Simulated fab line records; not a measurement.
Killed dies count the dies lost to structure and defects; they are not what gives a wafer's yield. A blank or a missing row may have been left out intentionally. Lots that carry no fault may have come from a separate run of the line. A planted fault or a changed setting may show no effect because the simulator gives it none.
fab line records    flow sky130
record lots=6  wafers=18  lastDay=50
route steps=708 shown METAL4@621 PAD_OPEN@708
lots that met no fault: taken from a fault-free run of the same line
startH: hours from the record's opening day to when the first of the lot's shown wafers began    waitH: hours since the lot's step before    " as in the row above    L1.1+2: one row covering several wafers at once    - no value, or no start was given    * or withheld: withheld    < > ~ a bound
route shown NAME@n: NAME is a module with steps in the file, n the number in the route of the first one    usual: mean/standard deviation taken from wafers without a fault    same: alike in all rows    chamber/n: place in a boat    sites: the reading at each site    _std_site: their standard deviation    _edge_site: inner sites' mean taken away from outer sites' mean    radiusMm: for every site, how far away it sits from the centre of the wafer    mask NAME#n: copy n    behind: the most recent tool/chamber to have shaped the wafer    hold: cause of the lot's hold/its duration in hours/its outcome    device: which transistor (n, p or np) failed to switch    end of line: tests of these same wafers at the route's end    a step given without rows: its recipe and nothing more    killed: the dies lost at the first sort to structure and to defects; this is not the yield of the wafer    map: dies across one wafer; x = killed, . = not, _ = none there
set.NAME: the setting that was run; set.NAME@STEP: the one run at that earlier step    model.NAME: the simulator's own value behind a step, which no gauge read
certain route steps with their lots: each step a table, each wafer a row
services: a tool's chamber out of use, with start hour (startH, from the record's first day; less than 0 if before it), hours out, and reason
## steps
# step SKY_METAL4_DEHYDRATE_05
# recipe tempC=200  timeS=60
# step SKY_METAL4_HMDS_06
# recipe primeTimeS=60  primeTempC=120
# step SKY_METAL4_COAT_07
# recipe resist=BARC  tempC=withheld  timeS=withheld  spinRpm=3000  resistThkNm=60
# step SKY_METAL4_COAT_08
# recipe resist=KrF-thick  spinRpm=3000  resistThkNm=1140
# step SKY_METAL4_SOFTBAKE_09
# recipe tempC=100  timeS=90  resist=KrF-thick
# step SKY_METAL4_EXPOSE_10
# recipe maskId=MM4  na=0.68  sourceShape=annular  sigmaInner=0.4  sigmaOuter=0.8  targetCdNm=300  doseMj=28
# step SKY_METAL4_PEB_11
# recipe pebTempC=withheld  pebTimeS=withheld  resist=KrF-thick
# step SKY_METAL4_DEVELOP_12
# recipe developTimeS=62.52  resist=KrF-thick  devTempC=21
# step SKY_METAL4_CD_MEAS_13
# recipe targetCdNm=300
# usual cdNm=300.1/1.3
lot.wafer  tool      chamber  startH   waitH  cdNm
L183.1     cdSem-01  -        1006.82  -      299.9
L183.2     "         -        "        "      297.9
L183.3     "         -        "        "      298.5
L190.2     cdSem-02  -        1054.69  -      301.8
L190.3     "         -        "        "      300.6
L190.5     "         -        "        "      300.9
L192.1     cdSem-01  -        1064.92  -      300.9
L192.3     "         -        "        "      298.7
L192.4     "         -        "        "      299.3
L193.1     cdSem-01  -        1070.67  -      299.2
L193.3     "         -        "        "      300.1
L193.6     "         -        "        "      297.5
L197.1     cdSem-01  -        1094.92  -      300.6
L197.3     "         -        "        "      300.9
L197.6     "         -        "        "      299.9
L201.4     cdSem-01  -        1113.02  -      300.5
L201.5     "         -        "        "      302.2
L201.6     "         -        "        "      299.2
# step SKY_METAL4_OVL_MEAS_14
# usual METAL4_OVL=-4/4.8
lot.wafer  tool        chamber  startH   waitH  METAL4_OVL[nm]
L183.1     overlay-01  -        1006.94  0.1    -7
L183.2     "           -        "        "      1
L183.3     "           -        "        "      -4
L190.2     overlay-01  -        1054.79  0.1    -9
L190.3     "           -        "        "      -9
L190.5     "           -        "        "      -10
L192.1     overlay-02  -        1065.04  0.1    -2
L192.3     "           -        "        "      -5
L192.4     "           -        "        "      -1
L193.1     overlay-02  -        1070.79  0.1    -2
L193.3     "           -        "        "      -1
L193.6     "           -        "        "      -8
L197.1     overlay-01  -        1095.04  0.1    -8
L197.3     "           -        "        "      -9
L197.6     "           -        "        "      -8
L201.4     overlay-02  -        1113.09  0.1    6
L201.5     "           -        "        "      2
L201.6     "           -        "        "      6
# step SKY_METAL4_DESCUM_15
# recipe chemistry=O2  sourcePowerW=150  biasPowerW=0  pressureMtorr=10  tempC=40  timeS=8
# usual drypumpMotorCurrentA=5.4/0.43  oesProductAu=1.000/0.0087  rfFwdPowerW=146.6/0.49
lot.wafer  tool         chamber  startH   waitH  drypumpMotorCurrentA  oesProductAu  rfFwdPowerW  rfHoursCounterH
L183.1     rieMetal-02  1        1006.97  0.0    5.3                   1.015         146.3        8
L183.2     "            0        "        "      6.4                   0.980         147.0        19
L183.3     "            1        "        "      5.3                   0.997         145.3        -
L190.2     rieMetal-04  1        1054.82  0.0    5.0                   1.005         145.5        22
L190.3     "            0        "        "      5.6                   0.998         145.6        -
L190.5     "            0        "        "      5.5                   0.999         146.0        -
L192.1     rieMetal-02  1        1065.07  0.0    5.3                   1.001         147.0        12
L192.3     "            1        "        "      5.3                   0.999         146.8        -
L192.4     "            1        "        "      5.3                   1.000         146.5        -
L193.1     rieMetal-02  1        1070.82  0.0    5.3                   0.991         145.7        12
L193.3     "            1        "        "      5.3                   1.006         146.2        -
L193.6     "            1        "        "      5.3                   0.993         146.0        -
L197.1     rieMetal-04  0        1095.07  0.0    5.5                   1.006         146.8        3
L197.3     "            0        "        "      5.6                   0.994         147.1        -
L197.6     "            0        "        "      5.6                   0.993         146.6        -
L201.4     rieMetal-02  1        1113.12  0.0    5.3                   1.006         145.9        -
L201.5     "            1        "        "      5.3                   1.009         145.7        -
L201.6     "            0        "        "      6.3                   1.002         146.9        -
# step SKY_METAL4_ETCH_16
# recipe chemistry=N2/H2  target=BARC  ionEnergyEv=200  biasW=100  pressureMtorr=30  n2FlowSccm=100  h2FlowSccm=200  icpW=500  stopOn=SiO2  timeS=88.2  targetDepthA=600
# usual drypumpMotorCurrentA=5.4/0.43  oesProductAu=0.627/0.0043  rfFwdPowerW=496.5/1.6  throttleValvePct=13.204/0.0093
lot.wafer  tool         chamber  startH   waitH  drypumpMotorCurrentA  oesProductAu  rfFwdPowerW  rfHoursCounterH  throttleValvePct
L183.1     rieMetal-02  1        1007.01  0.0    5.3                   0.626         493.3        9                13.202
L183.2     "            0        "        "      6.3                   0.632         497.3        19               13.200
L183.3     "            1        "        "      5.3                   0.619         495.6        -                13.188
L190.2     rieMetal-04  1        1054.86  0.0    4.9                   0.620         496.4        22               13.208
L190.3     "            0        "        "      5.5                   0.625         498.2        -                13.200
L190.5     "            0        "        "      5.6                   0.627         497.1        -                13.193
L192.1     rieMetal-02  1        1065.14  0.1    5.3                   0.627         497.9        12               13.188
L192.3     "            1        "        "      5.3                   0.632         498.0        -                13.216
L192.4     "            1        "        "      5.3                   0.629         496.2        -                13.198
L193.1     rieMetal-02  1        1070.89  0.1    5.3                   0.626         496.9        12               13.194
L193.3     "            1        "        "      5.3                   0.633         493.3        -                13.221
L193.6     "            1        "        "      5.3                   0.622         495.3        -                13.199
L197.1     rieMetal-04  0        1095.10  0.0    5.6                   0.625         496.2        3                13.195
L197.3     "            0        "        "      5.6                   0.630         494.0        -                13.222
L197.6     "            0        "        "      5.6                   0.629         497.5        -                13.202
L201.4     rieMetal-02  1        1113.18  0.0    5.3                   0.633         499.4        -                13.200
L201.5     "            1        "        "      5.3                   0.629         498.7        -                13.209
L201.6     "            0        "        "      6.3                   0.626         496.1        -                13.222
# step SKY_METAL4_ETCH_17
# recipe target=SiO2  stopOn=TiN  chemistry=C4F8/O2/Ar  sourceW=1500  biasW=1200  pressureMtorr=40  c4f8FlowSccm=withheld  O2_flow_sccm=6  Ar_flow_sccm=300  timeS=3.9  targetDepthA=150
# usual oesProductAu=0.756/0.0079  rfFwdPowerW=1471/8.4
lot.wafer  tool        chamber  startH   waitH  oesProductAu  rfFwdPowerW  rfHoursCounterH
L183.1     rieDiel-02  3        1007.10  0.1    0.753         1465         17
L183.2     "           1        "        "      0.765         1483         21
L183.3     "           2        "        "      0.778         1479         26
L190.2     rieDiel-01  2        1054.95  0.1    0.745         1460         12
L190.3     "           0        "        "      0.765         1463         6
L190.5     "           0        "        "      0.759         1463         -
L192.1     rieDiel-03  0        1065.33  0.2    0.747         1469         10
L192.3     "           1        "        "      0.741         1475         20
L192.4     "           2        "        "      0.746         1461         14
L193.1     rieDiel-02  0        1071.08  0.2    0.758         1466         19
L193.3     "           3        "        "      0.752         1462         19
L193.6     "           2        "        "      0.763         1478         -
L197.1     rieDiel-03  0        1095.20  0.1    0.756         1222         11
L197.3     "           2        "        "      0.763         1466         15
L197.6     "           1        "        "      0.765         1469         -
L201.4     rieDiel-03  0        1113.24  0.0    0.753         1231         12
L201.5     "           0        "        "      0.757         1233         -
L201.6     "           3        "        "      0.764         1473         -
# step SKY_METAL4_METAL_ETCH_18
# recipe targetDepthA=8450  stopOn=SiO2  overEtchFrac=0.3  timeS=183.1  chemistry=Cl2/BCl3  resistSidewallDeg=88  pressureMtorr=10  icpW=900  biasW=48.5  Cl2_flow_sccm=60  bcl3FlowSccm=30
# usual drypumpMotorCurrentA=5.4/0.36  mfcCl2Sccm=60.04/0.16  oesProductAu=0.865/0.0059  rfFwdPowerW=896.8/2.6  throttleValvePct=22.264/0.0094
lot.wafer  tool         chamber  startH   waitH  drypumpMotorCurrentA  mfcCl2Sccm  oesProductAu  rfFwdPowerW  rfHoursCounterH  throttleValvePct
L183.1     rieMetal-04  1        1007.12  0.0    4.9                   59.96       0.862         894.9        17               22.261
L183.2     "            0        "        "      5.5                   60.38       0.858         895.4        22               22.262
L183.3     "            1        "        "      4.9                   59.83       0.867         894.2        -                22.236
L190.2     rieMetal-02  1        1054.97  0.0    5.3                   60.12       0.860         893.0        11               22.264
L190.3     "            0        "        "      6.3                   60.08       0.860         894.3        -                22.269
L190.5     "            1        "        "      5.2                   60.03       0.859         890.9        -                22.256
L192.1     rieMetal-01  1        1065.35  0.0    5.2                   59.97       0.861         898.3        22               22.260
L192.3     "            1        "        "      5.2                   60.19       0.862         898.3        -                22.255
L192.4     "            0        "        "      5.4                   59.98       0.865         893.5        -                22.275
L193.1     rieMetal-02  1        1071.10  0.0    5.3                   59.65       0.863         896.1        12               22.270
L193.3     "            1        "        "      5.3                   59.65       0.873         895.9        -                22.262
L193.6     "            1        "        "      5.3                   59.88       0.867         898.4        -                22.268
L197.1     rieMetal-01  0        1095.22  0.0    5.4                   60.22       0.864         903.7        18               22.244
L197.3     "            0        "        "      5.4                   60.08       0.867         897.5        -                22.250
L197.6     "            0        "        "      5.4                   59.96       0.861         897.4        -                22.274
L201.4     rieMetal-04  0        1113.44  0.2    5.5                   59.88       0.871         893.8        -                22.275
L201.5     "            0        "        "      5.5                   59.82       0.862         892.8        -                22.260
L201.6     "            0        "        "      5.5                   59.97       0.871         892.4        -                22.273
# step SKY_PAD_OPEN_PROBE_99
# usual defectLimitedYield=82.5/1.9  killed_at_M0_to_M3=42/7.2  killed_at_M4_up=3.5/1.8  killedAtContacts=25/5.7  killedAtFrontEnd=16/4.6  killedAtOther=0.2/0.41  killedDies=86/9.3  killedOpen=47/6.3  killedShort=39/5.9  sort_bin_3_pad_short=0.9/0.44  sort_bin_5_function=10.3/1.5  sort_bin_6_memory=6.3/1  sortNPass=406/9.3  sortYieldPct=82.5/1.9
# same grossDies=492  killedAtBackSide=0  sort_bin_4_leakage[%]=0  sort_bin_8_speed[%]=0
lot.wafer  tool       chamber  startH   waitH  defectLimitedYield[%]  killed_at_M0_to_M3  killed_at_M4_up  killedAtContacts  killedAtFrontEnd  killedAtOther  killedDies  killedOpen  killedShort  sort_bin_3_pad_short[%]  sort_bin_5_function[%]  sort_bin_6_memory[%]  sortNPass  sortYieldPct[%]
L183.1     prober-02  -        1101.09  0.1    81.3                   43                  2                30                17                0              92          55          37           1.0                      11.4                    6.3                   400        81.3
L183.2     prober-02  -        1101.14  0.1    79.3                   52                  8                29                13                0              102         61          41           0.2                      13.8                    6.7                   390        79.3
L183.3     prober-02  -        1101.19  0.2    82.7                   39                  4                30                12                0              85          59          26           1.2                      11.0                    5.1                   407        82.7
L190.2     prober-01  -        1143.91  0.1    80.9                   58                  1                22                13                0              94          57          37           1.4                      10.8                    6.9                   398        80.9
L190.3     prober-01  -        1143.96  0.2    83.7                   43                  3                19                15                0              80          39          41           0.8                      9.1                     6.3                   412        83.7
L190.5     prober-01  -        1144.06  0.2    78.5                   50                  6                29                21                0              106         55          51           1.2                      11.4                    8.9                   386        78.5
L192.1     prober-01  -        1151.99  0.1    84.8                   35                  4                28                8                 0              75          42          33           0.4                      9.1                     5.7                   417        84.8
L192.3     prober-01  -        1152.09  0.2    82.5                   39                  3                31                13                0              86          44          42           1.0                      8.5                     7.9                   406        82.5
L192.4     prober-01  -        1152.14  0.2    81.5                   52                  3                23                13                0              91          56          35           0.8                      10.8                    6.9                   401        81.5
L193.1     prober-02  -        1155.80  0.1    78.7                   54                  3                26                22                0              105         63          42           2.4                      11.2                    7.7                   387        78.7
L193.3     prober-02  -        1155.90  0.2    82.7                   40                  3                27                15                0              85          50          35           0.2                      11.8                    5.3                   407        82.7
L193.6     prober-02  -        1156.05  0.2    80.7                   55                  2                20                18                0              95          42          53           1.2                      12.0                    6.1                   397        80.7
L197.1     prober-02  -        1176.93  0.1    86.4                   32                  5                21                8                 1              67          34          33           0.2                      8.3                     5.1                   425        86.4
L197.3     prober-02  -        1177.03  0.2    84.1                   40                  3                20                15                0              78          44          34           0.6                      8.1                     7.1                   414        84.1
L197.6     prober-02  -        1177.18  0.2    81.9                   46                  6                22                15                0              89          45          44           1.2                      10.4                    6.5                   403        81.9
L201.4     prober-02  -        1191.84  0.2    83.9                   35                  3                27                14                0              79          44          35           1.8                      8.3                     5.9                   413        83.9
L201.5     prober-02  -        1191.89  0.2    83.7                   36                  7                22                14                1              80          38          42           0.4                      10.4                    5.5                   412        83.7
L201.6     prober-02  -        1191.94  0.2    80.9                   56                  2                18                17                1              94          50          44           1.2                      10.6                    7.3                   398        80.9
# killed by level:class
L183.1 CONTACT:geometricParticle:open=15 VIA1:geometricParticle:open=11 LI_CONTACT:geometricParticle:open=7 METAL2:geometricParticle:short=7 POLY_GATE:geometricParticle:open=5 VIA3:geometricParticle:open=5 FIELD_ISO:geometricParticle:open=4 LOCAL_INTERCONNECT:geometricParticle:short=4
L183.2 CONTACT:geometricParticle:open=15 VIA1:geometricParticle:open=13 VIA3:geometricParticle:open=10 VIA1:geometricParticle:short=7 METAL4:geometricParticle:short=6 VIA2:geometricParticle:open=6 FIELD_ISO:geometricParticle:open=5 LI_CONTACT:geometricParticle:open=4
L183.3 CONTACT:geometricParticle:open=14 VIA1:geometricParticle:open=12 VIA3:geometricParticle:open=10 LI_CONTACT:geometricParticle:open=6 CONTACT:geometricParticle:short=5 LI_CONTACT:geometricParticle:short=4 VIA1:geometricParticle:short=4 METAL2:geometricParticle:short=4
L190.2 VIA1:geometricParticle:open=14 CONTACT:geometricParticle:open=11 VIA2:geometricParticle:open=8 METAL3:geometricParticle:short=7 METAL1:geometricParticle:short=7 LI_CONTACT:geometricParticle:open=6 VIA1:geometricParticle:short=6 METAL2:geometricParticle:open=6
L190.3 POLY_GATE:geometricParticle:short=8 CONTACT:geometricParticle:open=8 METAL1:geometricParticle:short=6 VIA2:geometricParticle:open=6 VIA1:geometricParticle:open=6 METAL2:geometricParticle:short=6 LI_CONTACT:geometricParticle:open=5 VIA3:geometricParticle:open=5
L190.5 VIA1:geometricParticle:open=13 CONTACT:geometricParticle:open=11 VIA1:geometricParticle:short=10 POLY_GATE:geometricParticle:short=6 LI_CONTACT:geometricParticle:open=6 METAL1:geometricParticle:short=6 VIA3:geometricParticle:open=6 FIELD_ISO:geometricParticle:short=5
L192.1 VIA1:geometricParticle:open=9 LI_CONTACT:geometricParticle:open=9 CONTACT:geometricParticle:open=9 VIA3:geometricParticle:short=6 LI_CONTACT:geometricParticle:short=5 CONTACT:geometricParticle:short=5 VIA3:geometricParticle:open=5 FIELD_ISO:geometricParticle:short=4
L192.3 CONTACT:geometricParticle:open=9 VIA3:geometricParticle:open=7 LOCAL_INTERCONNECT:geometricParticle:short=7 FIELD_ISO:geometricParticle:open=6 VIA1:geometricParticle:short=6 VIA1:geometricParticle:open=6 FIELD_ISO:geometricParticle:short=5 LI_CONTACT:geometricParticle:open=5
L192.4 VIA2:geometricParticle:open=15 CONTACT:geometricParticle:open=10 VIA1:geometricParticle:open=8 VIA3:geometricParticle:open=6 METAL1:geometricParticle:short=6 LI_CONTACT:geometricParticle:open=5 FIELD_ISO:geometricParticle:open=4 METAL2:geometricParticle:short=4
L193.1 VIA1:geometricParticle:open=16 METAL1:geometricParticle:short=12 LI_CONTACT:geometricParticle:open=11 CONTACT:geometricParticle:open=9 METAL2:geometricParticle:short=7 FIELD_ISO:geometricParticle:open=6 FIELD_ISO:geometricParticle:short=6 VIA2:geometricParticle:open=5
L193.3 CONTACT:geometricParticle:open=11 LI_CONTACT:geometricParticle:open=8 VIA2:geometricParticle:open=8 METAL2:geometricParticle:short=8 FIELD_ISO:geometricParticle:open=6 CONTACT:geometricParticle:short=5 FIELD_ISO:geometricParticle:short=4 VIA1:geometricParticle:open=4
L193.6 METAL2:geometricParticle:short=10 VIA1:geometricParticle:open=9 METAL1:geometricParticle:short=9 VIA3:geometricParticle:open=8 CONTACT:geometricParticle:short=6 FIELD_ISO:geometricParticle:short=5 LI_CONTACT:geometricParticle:open=5 VIA2:geometricParticle:open=5
L197.1 VIA1:geometricParticle:open=10 CONTACT:geometricParticle:short=7 CONTACT:geometricParticle:open=5 METAL4:geometricParticle:short=5 FIELD_ISO:geometricParticle:short=4 LI_CONTACT:geometricParticle:open=4 VIA3:geometricParticle:open=4 VIA2:geometricParticle:open=3
L197.3 CONTACT:geometricParticle:open=9 VIA3:geometricParticle:open=9 METAL1:geometricParticle:short=7 VIA2:geometricParticle:open=6 LI_CONTACT:geometricParticle:open=5 FIELD_ISO:geometricParticle:open=4 VIA2:geometricParticle:short=4 VIA1:geometricParticle:open=4
L197.6 VIA2:geometricParticle:open=10 VIA3:geometricParticle:open=9 METAL2:geometricParticle:short=8 CONTACT:geometricParticle:open=8 FIELD_ISO:geometricParticle:short=6 POLY_GATE:geometricParticle:open=6 METAL4:geometricParticle:short=5 LI_CONTACT:geometricParticle:open=4
L201.4 LI_CONTACT:geometricParticle:open=11 POLY_GATE:geometricParticle:open=8 METAL1:geometricParticle:short=7 VIA3:geometricParticle:open=7 CONTACT:geometricParticle:short=6 CONTACT:geometricParticle:open=5 VIA1:geometricParticle:short=5 LOCAL_INTERCONNECT:geometricParticle:short=5
L201.5 CONTACT:geometricParticle:open=10 VIA1:geometricParticle:open=7 METAL4:geometricParticle:short=6 METAL2:geometricParticle:short=6 LOCAL_INTERCONNECT:geometricParticle:short=5 VIA1:geometricParticle:short=5 VIA3:geometricParticle:open=4 FIELD_ISO:geometricParticle:short=3
L201.6 VIA3:geometricParticle:open=14 VIA1:geometricParticle:open=10 POLY_GATE:geometricParticle:short=7 LI_CONTACT:geometricParticle:open=7 VIA2:geometricParticle:open=7 METAL2:geometricParticle:short=6 VIA1:geometricParticle:short=6 METAL3:geometricParticle:short=4
## services
tool         chamber  startH   hours  kind
rieDiel-03   1        1001.77  13.3   repair
rieDiel-01   0        1015.19  13.5   repair
rieDiel-01   3        1028.71  -      clean
rieDiel-01   3        1028.71  17.7   scheduledDown
rieDiel-01   3        1028.71  17.7   ventCycle
rieMetal-04  0        1030.98  -      clean
rieMetal-04  0        1030.98  21.6   scheduledDown
rieMetal-04  0        1030.98  21.6   ventCycle
rieMetal-01  0        1033.46  1.9    repair
rieMetal-01  0        1042.65  16.9   repair
rieDiel-02   -        1045.57  0.1    repair
rieMetal-01  1        1048.55  8.3    repair
rieMetal-02  0        1060.12  -      clean
rieMetal-02  0        1060.12  25.4   scheduledDown
rieMetal-02  0        1060.12  25.4   ventCycle
rieMetal-01  -        1068.86  2.8    pm
rieDiel-03   2        1072.85  11.3   repair
rieMetal-04  1        1112.54  -      clean
rieMetal-04  1        1112.54  15.8   scheduledDown
rieMetal-04  1        1112.54  15.8   ventCycle
## key
firstSign step=SKY_METAL4_ETCH_17  reading=rfFwdPowerW  direction=down  sigmas=29  usual=1471  struck=1228
effect none on later readings
metAt SKY_METAL4_ETCH_17
struckWafers L197.1,L201.4,L201.5
onsetBetween 1065.33 1095.20
fault kind=processParameterDrift  tool=rieDiel-03  chamber=0  onsetH=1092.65  steps=SKY_METAL4_ETCH_17  channel=sourceW  offset=-240  shape=step  endH=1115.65  actsIn=theseRecipesOnly  stated=1500
